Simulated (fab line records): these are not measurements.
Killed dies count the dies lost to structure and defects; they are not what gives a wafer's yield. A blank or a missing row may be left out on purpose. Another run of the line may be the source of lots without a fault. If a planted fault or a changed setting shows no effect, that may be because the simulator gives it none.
2 desks, one fault + flow sky130 + what lay behind the numbers comes last; until then each desk has only its own

THE TOOL OWNER'S DESK: hdpcvd-02
The tool's own readings at SKY_VIA1_HDPCVD_00 (deposits SiO2, target thk 1030 nm, time 171.7 s): means of the sampled wafers that have a number, for each lot that ran on this tool. Marked OUT: a lot whose mean sits more than 4 standard deviations from the usual mean, which makes it out of limits; the brackets give that distance.
Columns: A = pressure mtorr at SKY_VIA1_HDPCVD_00, usual 6.000 mTorr
| lot  | first seen here | A     |
|------|-----------------|-------|
| L186 | day 33 14:34    | 5.992 |
| L195 | day 37 13:13    | 6.009 |
| L201 | day 37 13:58    | 6.012 |
This desk's verdict: no lot among the 3 shows anything out of limits.

FROM THE METROLOGY DESK
What the gauges read for every lot (on any tool): the sampled wafers with a number, averaged. Marked OUT: a lot whose mean sits more than 4 standard deviations from the usual mean, which makes it out of limits; the brackets give that distance.
Columns: A = cd nm at SKY_METAL1_CD_MEAS_15, usual 140.1 nm; B = METAL1_OVL at SKY_METAL1_OVL_MEAS_16, usual 2 nm; C = VIA1_HDPCVD_THK at SKY_VIA1_THK_MEAS_01, usual 1031 nm
| lot  | first seen here | A     | B  | C               |
|------|-----------------|-------|----|-----------------|
| L187 | day 33 08:08    | 141.2 | -3 | 1020            |
| L186 | day 33 13:38    | 139.1 | 9  | 1031            |
| L195 | day 37 12:16    | 138.8 | 3  | 1234 (+16) OUT  |
| L201 | day 37 12:52    | 140.0 | -4 | 1123 (+7.1) OUT |
| L202 | day 37 18:04    | 140.1 | 10 | 1027            |
| L209 | day 39 17:39    | 140.2 | 8  | 1044            |
Finding of this desk: L195, L201 out of limits, first seen on L195 at day 37 13:20 (VIA1_HDPCVD_THK at SKY_VIA1_THK_MEAS_01). In limits: L187, L186, L202, L209.

BROUGHT TOGETHER
On L195, L201, the metrology desk was in a position to raise an alarm at day 37 13:20.
The desk of the tool owner found nothing out of limits.
Tool owner's desk: L195, L201 on record, inside its limits.
SKY_VIA1_HDPCVD_00 was run on hdpcvd-02 by each of the lots named.

WHAT WAS PUT IN BY THE SIMULATOR
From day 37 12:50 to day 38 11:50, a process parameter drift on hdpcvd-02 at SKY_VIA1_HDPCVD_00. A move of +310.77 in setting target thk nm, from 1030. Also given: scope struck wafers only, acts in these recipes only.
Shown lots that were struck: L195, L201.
Delay in hours, fault start to first out-of-limits reading, per desk: metrology desk 0.
